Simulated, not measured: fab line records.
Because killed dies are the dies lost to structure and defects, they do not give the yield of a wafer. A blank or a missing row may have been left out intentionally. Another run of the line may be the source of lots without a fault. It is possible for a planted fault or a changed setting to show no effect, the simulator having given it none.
Struck lot and sound lot, side by side || flow sky130 || 14 steps out of a route of 708
Sound: the wafers L221.1, L221.2, L221.6. Struck: wafers L224.1, L224.3, L224.4. The cause is named last.
For every step that has rows: the tool of each side, followed by ch and its chambers, followed by its first start. Under that, the readings that differ: sound wafers || struck wafers || difference of the means || sigmas: that difference in standard deviations of wafers without a fault.
alike: words and numbers the same on both sides, and readings whose means are apart by under 2 such deviations; not compared: readings that were withheld, readings missing a value for some wafer, numbers with overlapping values and no deviation given by the record, and bounds like >300 which may hide the same value.
Wherever a step has rows on one side only, a row that says differs or no value, or a row with sigmas, the two part there. When numbers do not overlap yet have no deviation, they are printed without sigmas and do not part them. Lack of a reading on every wafer of one side parts them only where that side has two or more wafers.

SKY_CAP2M_METAL_ETCH_13: etches TiN in Cl2/BCl3, stops on SiO2, target depth 220 nm, time 62.9 s.
  sound on rie metal-02 ch 0,1, day 43 04:50; struck on rie metal-04 ch 0,1, day 43 16:44
  alike: drypump motor current A, mfc cl2 sccm, oes product au, throttle valve pct
  not compared: rf hours counter h
SKY_CAP2M_STRIP_14: strips in O2/N2.
  sound on plasma asher-04 ch 0,1, day 43 04:55; struck on plasma asher-04 ch 0,1, day 43 16:50
  alike: drypump motor current A, oes product au, strip time to endpoint s
  not compared: rf hours counter h
then, 10 steps without rows for these wafers: SKY_CAP2M_STRIP_15 (strips in post etch residue remover, time 1200 s); SKY_CAP2M_CLEAN_16 (cleans in IPA, time 180 s); SKY_CAP2M_CLEAN_17 (cleans in O3/DIW); SKY_METAL4_DEHYDRATE_05 (time 60 s); SKY_METAL4_HMDS_06 (prime time 60 s); SKY_METAL4_COAT_07 (resist thk 60 nm); SKY_METAL4_COAT_08 (resist thk 1140 nm); SKY_METAL4_SOFTBAKE_09 (time 90 s); SKY_METAL4_EXPOSE_10 (exposes mask MM4, target cd 300 nm); SKY_METAL4_PEB_11.
SKY_METAL4_DEVELOP_12: develop time 60 s.
  sound on litho track-01 ch 0, day 44 07:00; struck on litho track-01, day 44 13:00
  no value came back on the struck wafers for chill plate temp C (C), develop time s (s), developer temp C (C), exhaust pa (Pa); on the sound wafers chill plate temp C (C) reads 22.84 22.91 22.93
{"reading": "model.KrF-thick_of_METAL4_COAT_08.thk nm (nm)", "sound": "1119 1121 1125", "struck": "1137 1138 1140", "difference": "+17", "sigmas": ""}
SKY_METAL4_CD_MEAS_13 targets a cd of 300 nm.
  sound: cd sem-01 at day 44 07:13; struck: cd sem-02 at day 44 13:23
{"reading": "cd nm (nm)", "sound": "300.6 300.5 300.5", "struck": "- - -", "difference": "no value on the struck wafers", "sigmas": ""}

WHERE THEY PART
Earliest at SKY_METAL4_DEVELOP_12; latest, in this record, at SKY_METAL4_CD_MEAS_13.

WHY: what had been put in by the simulator
Entire step skipped (litho track-01, SKY_METAL4_DEVELOP_12), from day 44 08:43 onward. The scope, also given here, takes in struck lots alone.
